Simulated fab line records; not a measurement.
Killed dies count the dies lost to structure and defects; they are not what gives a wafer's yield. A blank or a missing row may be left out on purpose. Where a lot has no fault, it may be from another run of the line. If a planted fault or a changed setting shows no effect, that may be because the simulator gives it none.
A single fault, viewed from 2 desks | flow sky130 | numbers are kept per desk, each desk with only its own; the story behind them comes last

THE METROLOGY DESK
Means of the sampled wafers that have a number, per lot and without regard to the tool the lot ran on: this is what the gauges read. Marked OUT: a lot whose mean sits more than 4 standard deviations from the usual mean, which makes it out of limits; the brackets give that distance.
Columns: A = SD_N_TW at SKY_SD_N_TW_MEAS_12, usual 3970; B = SD_N_RS at SKY_SD_N_RS_MEAS_16, usual 68.55 ohm/sq
lot  | first seen here | A    | B
L659 | day 28 03:17    | 3901 | 68.57
L660 | day 28 06:31    | 4027 | 68.47
L661 | day 28 14:26    | 4025 | 68.42
L662 | day 28 20:37    | 4007 | 68.67
L663 | day 30 01:38    | 3968 | 68.56
L670 | day 32 02:04    | 3803 | 78.85 (+94) OUT
L669 | day 32 04:46    | 3831 | 78.82 (+93) OUT
L675 | day 33 01:07    | 4003 | 68.62
L677 | day 33 18:34    | 3909 | 68.64
L680 | day 35 05:35    | 3996 | 68.60
L682 | day 35 13:31    | 3979 | 68.60
This desk's result: L669, L670 out of limits, first on L670 (SD_N_RS at SKY_SD_N_RS_MEAS_16), day 32 02:22. L659, L660, L661, L662, L663, L675, L677, L680, L682 stayed within limits.

FOR THE TOOL OWNER'S DESK: implanter-02
SKY_SD_N_IMPLANT_09, tool's own readings: per-lot mean of the sampled wafers with a number, covering each lot this tool ran. Marked OUT: a lot whose mean sits more than 4 standard deviations from the usual mean, which makes it out of limits; the brackets give that distance.
Columns: A = beam on s at SKY_SD_N_IMPLANT_09, usual 19.5 s; B = dose ions cm2 at SKY_SD_N_IMPLANT_09, usual 4e+15
lot  | first seen here | A               | B
L659 | day 28 02:55    | 17.8            | 4e+15
L663 | day 30 01:17    | 17.7            | 4e+15
L670 | day 32 01:41    | 10.0 (-7.9) OUT | 2e+15 (-99 or more) OUT
L669 | day 32 04:22    | 9.8 (-8.1) OUT  | 2e+15 (-99 or more) OUT
L682 | day 35 13:07    | 18.1            | 4e+15
This desk's finding: out of limits on L669, L670; first on L670, day 32 01:41 (beam on s at SKY_SD_N_IMPLANT_09). L659, L663, L682 stayed within limits.

ALL TOGETHER
On L669, L670, at day 32 01:41, an alarm was possible from the tool owner's desk.
The metrology desk could have raised an alarm at day 32 02:22, on L669, L670.
The lots listed all ran SKY_SD_N_IMPLANT_09 on implanter-02.

WHAT HAD BEEN PUT IN BY THE SIMULATOR
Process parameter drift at SKY_SD_N_IMPLANT_09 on implanter-02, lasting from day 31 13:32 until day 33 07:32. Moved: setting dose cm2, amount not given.
Struck lots among those shown: L669, L670.
Fault start to first reading out of limits, in hours, per desk: tool owner, 12; metrology, 13.
